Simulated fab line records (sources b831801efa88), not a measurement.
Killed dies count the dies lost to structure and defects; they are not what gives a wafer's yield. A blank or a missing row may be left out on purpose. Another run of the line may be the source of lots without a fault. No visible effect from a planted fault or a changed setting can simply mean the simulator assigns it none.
Which of the tools did it? | flow sky130 | 24 lots with 72 wafers sampled at 6 steps, on a route of 708 steps

## WHAT EACH GAUGE READ, for each wafer
SKY_PWDE_TW_MEAS_10. Usual: for PWDE_TW the level is 372.1 and the standard deviation is 1.9.
lot  | measured    | on            | PWDE_TW           | flag
L074 | day 3 19:42 | film-metro-01 | 369.0 370.4 368.5 |
L075 | day 4 03:53 | film-metro-03 | 373.5 375.3 372.4 |
L076 | day 4 08:22 | film-metro-03 | 372.9 370.4 370.7 |
L077 | day 4 14:13 | film-metro-01 | 370.5 370.8 370.5 |
L078 | day 5 02:59 | film-metro-03 | 369.5 371.8 372.4 |
L079 | day 5 02:58 | film-metro-04 | 373.4 372.9 371.1 |
L080 | day 5 18:30 | film-metro-03 | 370.5 371.8 368.7 |
L081 | day 5 19:30 | film-metro-01 | 370.8 370.4 369.8 |
L082 | day 6 03:52 | film-metro-03 | 372.4 372.2 373.4 |
L083 | day 6 07:43 | film-metro-03 | 373.6 373.6 372.8 |
L084 | day 6 16:20 | film-metro-03 | 375.4 372.1 373.5 |
L085 | day 6 19:44 | film-metro-01 | 369.1 372.3 371.1 |
L086 | day 6 19:06 | film-metro-03 | 374.4 373.4 374.7 |
L087 | day 6 23:15 | film-metro-03 | 374.5 376.1 374.1 |
L088 | day 7 06:36 | film-metro-04 | 372.8 372.2 371.7 |
L089 | day 7 06:20 | film-metro-01 | 370.7 369.4 369.3 |
L090 | day 7 16:22 | film-metro-03 | 371.7 373.4 371.4 |
L091 | day 7 20:15 | film-metro-01 | 370.6 368.9 369.1 |
L092 | day 8 00:51 | film-metro-03 | 373.6 373.2 371.8 |
L093 | day 8 06:07 | film-metro-03 | 373.6 373.1 373.3 |
L094 | day 8 12:25 | film-metro-03 | 372.4 372.6 372.5 |
L095 | day 8 17:57 | film-metro-04 | 370.7 373.5 371.9 |
L096 | day 8 23:51 | film-metro-03 | 373.3 372.1 371.3 |
L097 | day 9 07:09 | film-metro-04 | 372.2 373.8 372.1 |

SKY_SONOS_ONO_CD_MEAS_13: target cd 410 nm. Usual: cd-nm at 409.8 nm, with a standard deviation of 2.3.
lot  | measured     | on        | cd-nm (nm)        | flag
L074 | day 12 12:30 | cd-sem-01 | 415.1 413.4 414.8 |
L075 | day 13 02:44 | cd-sem-01 | 407.7 411.7 409.3 |
L076 | day 13 06:45 | cd-sem-01 | 409.8 409.2 408.6 |
L077 | day 13 18:20 | cd-sem-01 | 410.0 409.6 410.0 |
L078 | day 14 19:18 | cd-sem-01 | 409.0 410.0 407.8 |
L079 | day 14 10:23 | cd-sem-01 | 406.5 407.0 407.5 |
L080 | day 15 12:41 | cd-sem-02 | 409.2 409.4 410.1 |
L081 | day 15 14:13 | cd-sem-01 | 411.7 411.5 412.0 |
L082 | day 16 04:55 | cd-sem-02 | 413.1 411.7 411.9 |
L083 | day 16 08:48 | cd-sem-02 | 414.6 412.1 412.2 |
L084 | day 17 00:45 | cd-sem-01 | 406.9 406.8 407.3 |
L085 | day 17 04:14 | cd-sem-01 | 411.0 411.5 411.9 |
L086 | day 17 03:56 | cd-sem-02 | 404.9 405.9 404.8 |
L087 | day 17 12:26 | cd-sem-02 | 410.1 408.3 409.0 |
L088 | day 17 23:33 | cd-sem-01 | 410.2 411.2 409.4 |
L089 | day 17 18:05 | cd-sem-02 | 407.3 407.6 407.3 |
L090 | day 18 15:35 | cd-sem-01 | 408.4 408.2 407.9 |
L091 | day 18 18:17 | cd-sem-01 | 410.8 407.5 410.4 |
L092 | day 18 23:31 | cd-sem-02 | 409.6 407.2 411.5 |
L093 | day 19 08:10 | cd-sem-01 | 407.8 409.2 409.1 |
L094 | day 19 16:33 | cd-sem-01 | 410.9 410.3 408.6 |
L095 | day 19 21:11 | cd-sem-02 | 411.1 412.7 412.6 |
L096 | day 20 07:16 | cd-sem-02 | 413.0 411.3 411.3 |
L097 | day 20 16:43 | cd-sem-01 | 407.9 410.7 410.1 |

## EACH LOT AND THE TOOL THAT RAN IT (in order: tool; ch and the chambers of the sampled wafers; start)
lot  | SKY_FIELD_ISO_ETCH_17           | SKY_FIELD_ISO_CMP_27         | SKY_NWELL_STRIP_14                   | SKY_NWELL_RTA_28
L074 | rie-si-01 ch 0,1, day 2 04:37   | cmp-02 ch 0,1,2, day 2 09:56 | plasma-asher-02 ch 0,1, day 4 12:20  | rtp-anneal-01 ch 0, day 5 05:32
L075 | rie-si-02 ch 0,2,3, day 2 12:07 | cmp-01 ch 1,2,3, day 2 16:42 | plasma-asher-01 ch 0,1, day 4 20:25  | rtp-anneal-01 ch 0, day 5 13:24
L076 | rie-si-02 ch 1,2,3, day 2 18:35 | cmp-01 ch 0,1,3, day 2 22:11 | plasma-asher-01 ch 0,1, day 5 00:44  | rtp-anneal-01 ch 0, day 5 18:15
L077 | rie-si-02 ch 1,2, day 2 23:28   | cmp-01 ch 1,2, day 3 03:01   | plasma-asher-04 ch 0,1, day 5 06:34  | rtp-anneal-01 ch 0, day 6 01:58
L078 | rie-si-01 ch 0,1,2, day 3 07:29 | cmp-02 ch 0,1,3, day 3 12:56 | plasma-asher-02 ch 0,1, day 5 20:57  | rtp-anneal-02 ch 0, day 6 16:25
L079 | rie-si-02 ch 0,2, day 3 07:50   | cmp-02 ch 2,3, day 3 13:14   | plasma-asher-01 ch 0,1, day 5 20:51  | rtp-anneal-01 ch 0, day 6 16:22
L080 | rie-si-02 ch 1,2, day 3 13:53   | cmp-02 ch 0,1,2, day 4 03:04 | plasma-asher-01 ch 0,1, day 6 13:31  | rtp-anneal-01 ch 0, day 7 09:01
L081 | rie-si-01 ch 0,2,3, day 3 17:47 | cmp-02 ch 0,2,3, day 4 03:25 | plasma-asher-02 ch 0,1, day 6 14:20  | rtp-anneal-02 ch 0, day 7 09:57
L082 | rie-si-02 ch 0,1,3, day 3 22:29 | cmp-01 ch 0,1,2, day 4 10:47 | plasma-asher-01 ch 0,1, day 6 22:33  | rtp-anneal-01 ch 0, day 7 18:27
L083 | rie-si-01 ch 0,1, day 4 04:31   | cmp-02 ch 0,2,3, day 4 16:27 | plasma-asher-01 ch 0,1, day 7 03:07  | rtp-anneal-02 ch 0, day 7 22:41
L084 | rie-si-01 ch 0,1,2, day 4 12:35 | cmp-02 ch 0,1,3, day 4 22:54 | plasma-asher-04 ch 0,1, day 7 11:55  | rtp-anneal-01 ch 0, day 8 08:14
L085 | rie-si-02 ch 0,1, day 4 18:19   | cmp-01 ch 0,2,3, day 5 03:25 | plasma-asher-02 ch 0,1, day 7 15:23  | rtp-anneal-01 ch 0, day 8 12:22
L086 | rie-si-01 ch 1,2,3, day 4 18:40 | cmp-02 ch 0,2, day 5 03:16   | plasma-asher-01 ch 0,1, day 7 15:06  | rtp-anneal-02 ch 0, day 8 12:18
L087 | rie-si-01 ch 1,2,3, day 5 03:05 | cmp-01 ch 0,1, day 5 07:37   | plasma-asher-01 ch 0,1, day 7 18:37  | rtp-anneal-02 ch 0, day 8 15:33
L088 | rie-si-02 ch 1,2,3, day 5 07:32 | cmp-01 ch 1,2,3, day 5 11:49 | plasma-asher-01 ch 0,1, day 8 03:11  | rtp-anneal-01 ch 0, day 9 00:58
L089 | rie-si-01 ch 1,2,3, day 5 08:29 | cmp-01 ch 1,3, day 5 12:55   | plasma-asher-01 ch 0,1, day 8 02:57  | rtp-anneal-02 ch 0, day 9 00:02
L090 | rie-si-01 ch 0,2,3, day 5 17:41 | cmp-02 ch 0,1,3, day 5 23:02 | plasma-asher-04 ch 0,1, day 8 13:30  | rtp-anneal-02 ch 0, day 9 11:23
L091 | rie-si-02 ch 0,1,2, day 5 23:02 | cmp-02 ch 1,2,3, day 6 03:20 | plasma-asher-01 ch 0,1, day 8 16:49  | rtp-anneal-01 ch 0, day 9 15:02
L092 | rie-si-01 ch 1,3, day 6 02:34   | cmp-02 ch 1,2,3, day 6 06:46 | plasma-asher-04 ch 0,1, day 8 21:52  | rtp-anneal-01 ch 0, day 9 20:12
L093 | rie-si-01 ch 0,3, day 6 07:37   | cmp-02 ch 0,1,2, day 6 11:53 | plasma-asher-02 ch 0,1, day 9 03:19  | rtp-anneal-02 ch 0, day 10 01:49
L094 | rie-si-01 ch 1,2, day 6 14:05   | cmp-02 ch 0,3, day 6 17:28   | plasma-asher-02 ch 0,1, day 9 09:37  | rtp-anneal-02 ch 0, day 10 08:13
L095 | rie-si-02 ch 0,1,2, day 6 18:53 | cmp-02 ch 0,1,3, day 6 23:26 | plasma-asher-04 ch 0,1, day 9 16:07  | rtp-anneal-01 ch 0, day 10 15:24
L096 | rie-si-02 ch 1,3, day 6 23:38   | cmp-01 ch 0,2, day 7 03:18   | plasma-asher-04 ch 0,1, day 9 22:30  | rtp-anneal-02 ch 0, day 10 22:25
L097 | rie-si-01 ch 0,2,3, day 7 05:29 | cmp-02 ch 1,2,3, day 7 08:41 | plasma-asher-01 ch 0,1, day 10 06:14 | rtp-anneal-02 ch 0, day 11 06:36
- SKY_FIELD_ISO_ETCH_17: etches Si in HBr/Cl2/O2, target depth 342 nm, time 97.7 s.
- SKY_FIELD_ISO_CMP_27: polishes, stops on Si3N4, t overpolish 16 s, target thk 457.8 nm.
- SKY_NWELL_STRIP_14: strips in O2/N2.
- SKY_NWELL_RTA_28: time 30 s.

## AS READ BY THE TOOLS THEMSELVES (means over the sampled wafers that have a number; for cases with no such wafer, the mark the record gives instead)
SKY_FIELD_ISO_ETCH_17. Usual: bias-w 150.0 W, standard deviation 0.46; chamber-pressure-mTorr 15.001 mTorr, standard deviation 0.013; drypump-motor-current-A 5.8 A, standard deviation 0.44; oes-product-au 0.999 a.u., standard deviation 0.011; throttle-valve-pct 25.658 %, standard deviation 0.011.
lot  | tool      | bias-w (W) | chamber-pressure-mTorr (mTorr) | drypump-motor-current-A (A) | oes-product-au (a.u.) | throttle-valve-pct (%) | flag
L074 | rie-si-01 | 149.6      | 14.990                         | 5.5                         | 0.999                 | 25.655                 |
L075 | rie-si-02 | 150.3      | 15.005                         | 6.3                         | 0.995                 | 25.659                 |
L076 | rie-si-02 | 150.0      | 15.016                         | 6.1                         | 0.995                 | 25.651                 |
L077 | rie-si-02 | 149.9      | 15.012                         | 6.1                         | 0.990                 | 25.666                 |
L078 | rie-si-01 | 150.9      | 15.003                         | 5.5                         | 1.004                 | 25.656                 |
L079 | rie-si-02 | 150.1      | 15.009                         | 6.3                         | 0.994                 | 25.667                 |
L080 | rie-si-02 | 150.1      | 15.007                         | 6.0                         | 0.986                 | 25.667                 |
L081 | rie-si-01 | 150.1      | 15.004                         | 5.4                         | 1.001                 | 25.652                 |
L082 | rie-si-02 | 150.3      | 15.001                         | 6.4                         | 0.997                 | 25.653                 |
L083 | rie-si-01 | 150.5      | 14.995                         | 5.5                         | 1.001                 | 25.657                 |
L084 | rie-si-01 | 150.2      | 15.001                         | 5.6                         | 1.003                 | 25.652                 |
L085 | rie-si-02 | 149.5      | 15.006                         | 6.3                         | 0.987                 | 25.677                 |
L086 | rie-si-01 | 149.9      | 15.002                         | 5.5                         | 1.003                 | 25.656                 |
L087 | rie-si-01 | 150.0      | 15.003                         | 5.5                         | 1.013                 | 25.645                 |
L088 | rie-si-02 | 150.0      | 15.002                         | 6.1                         | 0.998                 | 25.652                 |
L089 | rie-si-01 | 150.0      | 14.995                         | 5.5                         | 1.009                 | 25.650                 |
L090 | rie-si-01 | 150.1      | 15.009                         | 5.4                         | 1.010                 | 25.646                 |
L091 | rie-si-02 | 149.9      | 15.010                         | 6.2                         | 0.988                 | 25.668                 |
L092 | rie-si-01 | 149.8      | 14.998                         | 5.5                         | 1.012                 | 25.651                 |
L093 | rie-si-01 | 150.3      | 14.998                         | 5.3                         | 1.011                 | 25.654                 |
L094 | rie-si-01 | 149.6      | 15.009                         | 5.6                         | 1.008                 | 25.658                 |
L095 | rie-si-02 | 150.5      | 15.008                         | 6.2                         | 0.978                 | 25.667                 |
L096 | rie-si-02 | 149.8      | 14.996                         | 6.2                         | 0.977                 | 25.669                 |
L097 | rie-si-01 | 149.5      | 14.992                         | 5.4                         | 1.009                 | 25.659                 |

SKY_FIELD_ISO_CMP_27. Usual: motor-current-A 12.3 A, standard deviation 0.98; overpolish-run-s 16.001 s, standard deviation 0.0081; retaining-ring-pressure-frac 1.001, standard deviation 0.0048; time-to-endpoint-s 112 s, standard deviation 3.9.
lot  | tool   | motor-current-A (A) | overpolish-run-s (s) | retaining-ring-pressure-frac | time-to-endpoint-s (s) | flag
L074 | cmp-02 | 12.8                | 16.003               | 0.998                        | 114                    |
L075 | cmp-01 | 11.4                | 15.999               | 0.999                        | 111                    |
L076 | cmp-01 | 11.8                | 16.000               | 1.003                        | 116                    |
L077 | cmp-01 | 11.5                | 15.995               | 1.002                        | 111                    |
L078 | cmp-02 | 12.7                | 15.994               | 1.003                        | 110                    |
L079 | cmp-02 | 12.5                | 16.004               | 1.004                        | 115                    |
L080 | cmp-02 | 13.1                | 16.006               | 1.002                        | 108                    |
L081 | cmp-02 | 12.9                | 15.994               | 1.000                        | 112                    |
L082 | cmp-01 | 12.1                | 15.998               | 1.001                        | 120                    |
L083 | cmp-02 | 12.4                | 15.998               | 0.999                        | 109                    |
L084 | cmp-02 | 12.7                | 15.997               | 0.994                        | 112                    |
L085 | cmp-01 | 12.0                | 16.000               | 1.001                        | 114                    |
L086 | cmp-02 | 12.5                | 15.996               | 1.000                        | 116                    |
L087 | cmp-01 | 12.6                | 16.001               | 1.002                        | 116                    |
L088 | cmp-01 | 10.9                | 16.003               | 1.002                        | 112                    |
L089 | cmp-01 | 10.7                | 16.006               | 1.007                        | 109                    |
L090 | cmp-02 | 12.7                | 16.010               | 0.997                        | 114                    |
L091 | cmp-02 | 12.5                | 16.004               | 1.000                        | 114                    |
L092 | cmp-02 | 12.9                | 16.001               | 1.002                        | 105                    |
L093 | cmp-02 | 13.3                | 15.999               | 1.001                        | 110                    |
L094 | cmp-02 | 11.9                | 16.007               | 0.998                        | 108                    |
L095 | cmp-02 | 12.7                | 16.001               | 0.998                        | 108                    |
L096 | cmp-01 | 12.5                | 16.004               | 1.001                        | 117                    |
L097 | cmp-02 | 13.4                | 16.001               | 1.003                        | 112                    |

SKY_NWELL_STRIP_14. Usual: chamber-pressure-mTorr 1500.0 mTorr, standard deviation 2; drypump-motor-current-A 5.8 A, standard deviation 0.32; n2-flow-sccm 299.8 sccm, standard deviation 0.87; oes-product-au 0.722 a.u., standard deviation 0.005; strip-time-to-endpoint-s 36.93 s, standard deviation 0.1.
lot  | tool            | chamber-pressure-mTorr (mTorr) | drypump-motor-current-A (A) | n2-flow-sccm (sccm) | oes-product-au (a.u.) | strip-time-to-endpoint-s (s) | flag
L074 | plasma-asher-02 | 1494.2                         | 5.9                         | 300.2               | 0.723                 | 36.93                        |
L075 | plasma-asher-01 | 1500.2                         | 6.0                         | 300.1               | 0.724                 | 37.08                        |
L076 | plasma-asher-01 | 1500.4                         | 6.0                         | 299.1               | 0.730                 | 37.02                        |
L077 | plasma-asher-04 | 1499.8                         | 5.6                         | 300.0               | 0.722                 | 36.97                        |
L078 | plasma-asher-02 | 1500.8                         | 5.7                         | 300.0               | 0.720                 | 36.93                        |
L079 | plasma-asher-01 | 1500.4                         | 5.8                         | 300.0               | 0.725                 | 36.84                        |
L080 | plasma-asher-01 | 1500.5                         | 6.0                         | 299.9               | 0.722                 | 36.97                        |
L081 | plasma-asher-02 | 1500.1                         | 5.9                         | 300.2               | 0.721                 | 37.01                        |
L082 | plasma-asher-01 | 1499.8                         | 6.0                         | 299.8               | 0.718                 | 36.84                        |
L083 | plasma-asher-01 | 1500.8                         | 6.0                         | 300.1               | 0.723                 | 36.97                        |
L084 | plasma-asher-04 | 1500.5                         | 5.5                         | 300.1               | 0.723                 | 36.87                        |
L085 | plasma-asher-02 | 1500.0                         | 5.7                         | 300.4               | 0.719                 | 36.84                        |
L086 | plasma-asher-01 | 1498.7                         | 6.0                         | 300.7               | 0.725                 | 37.00                        |
L087 | plasma-asher-01 | 1499.2                         | 6.0                         | 298.2               | 0.724                 | 36.88                        |
L088 | plasma-asher-01 | 1499.8                         | 5.8                         | 299.0               | 0.719                 | 36.82                        |
L089 | plasma-asher-01 | 1500.9                         | 6.0                         | 299.8               | 0.726                 | 37.01                        |
L090 | plasma-asher-04 | 1500.1                         | 5.6                         | 299.3               | 0.724                 | 36.94                        |
L091 | plasma-asher-01 | 1499.9                         | 5.9                         | 299.1               | 0.721                 | 37.05                        |
L092 | plasma-asher-04 | 1500.8                         | 5.6                         | 300.7               | 0.720                 | 36.95                        |
L093 | plasma-asher-02 | 1500.4                         | 5.7                         | 300.1               | 0.720                 | 36.71                        |
L094 | plasma-asher-02 | 1500.3                         | 5.9                         | 300.4               | 0.726                 | 36.86                        |
L095 | plasma-asher-04 | 1500.3                         | 5.6                         | 301.1               | 0.718                 | 36.82                        |
L096 | plasma-asher-04 | 1500.2                         | 5.4                         | 299.5               | 0.722                 | 36.79                        |
L097 | plasma-asher-01 | 1501.5                         | 5.8                         | 300.1               | 0.726                 | 36.97                        |

SKY_NWELL_RTA_28. Usual: lamp-power-pct 25.30 %, standard deviation 0.053; wafer_temp_C_max 1054.9, standard deviation 0.96.
lot  | tool          | lamp-power-pct (%) | wafer_temp_C_max | flag
L074 | rtp-anneal-01 | 25.32              | 1054.2           |
L075 | rtp-anneal-01 | 25.35              | 1056.1           |
L076 | rtp-anneal-01 | 25.29              | 1054.5           |
L077 | rtp-anneal-01 | 25.31              | 1055.1           |
L078 | rtp-anneal-02 | 25.30              | 1054.3           |
L079 | rtp-anneal-01 | 25.31              | 1055.6           |
L080 | rtp-anneal-01 | 25.33              | 1056.1           |
L081 | rtp-anneal-02 | 25.35              | 1054.9           |
L082 | rtp-anneal-01 | 25.28              | 1055.4           |
L083 | rtp-anneal-02 | 25.34              | 1054.7           |
L084 | rtp-anneal-01 | 25.28              | 1056.2           |
L085 | rtp-anneal-01 | 25.29              | 1054.5           |
L086 | rtp-anneal-02 | 25.29              | 1054.5           |
L087 | rtp-anneal-02 | 25.31              | 1055.2           |
L088 | rtp-anneal-01 | 25.31              | 1054.8           |
L089 | rtp-anneal-02 | 25.32              | 1055.3           |
L090 | rtp-anneal-02 | 25.32              | 1055.5           |
L091 | rtp-anneal-01 | 25.34              | 1054.5           |
L092 | rtp-anneal-01 | 25.29              | 1054.9           |
L093 | rtp-anneal-02 | 25.28              | 1054.7           |
L094 | rtp-anneal-02 | 25.31              | 1055.1           |
L095 | rtp-anneal-01 | 25.34              | 1055.3           |
L096 | rtp-anneal-02 | 25.34              | 1054.3           |
L097 | rtp-anneal-02 | 25.34              | 1054.5           |

## THE ANSWER, worked out from the rows above alone
Rule: a lot is off if the mean of its wafers that have a number lies more than 3 standard deviations from the usual mean. Also off: a lot with no number at a reading for which 4 or more lots have one. All remaining lots with rows at the step are treated as sound. The gauges are gone through in route order, then the tools' own readings, and for those a lot's mean is taken as printed above. The first step at which some lot is off is used, and at that step the reading that is off furthest; a lot without a number counts as furthest.
Across all readings shown, no lot is off: no conclusion can be drawn from this.

## WHAT HAD BEEN PUT IN BY THE SIMULATOR
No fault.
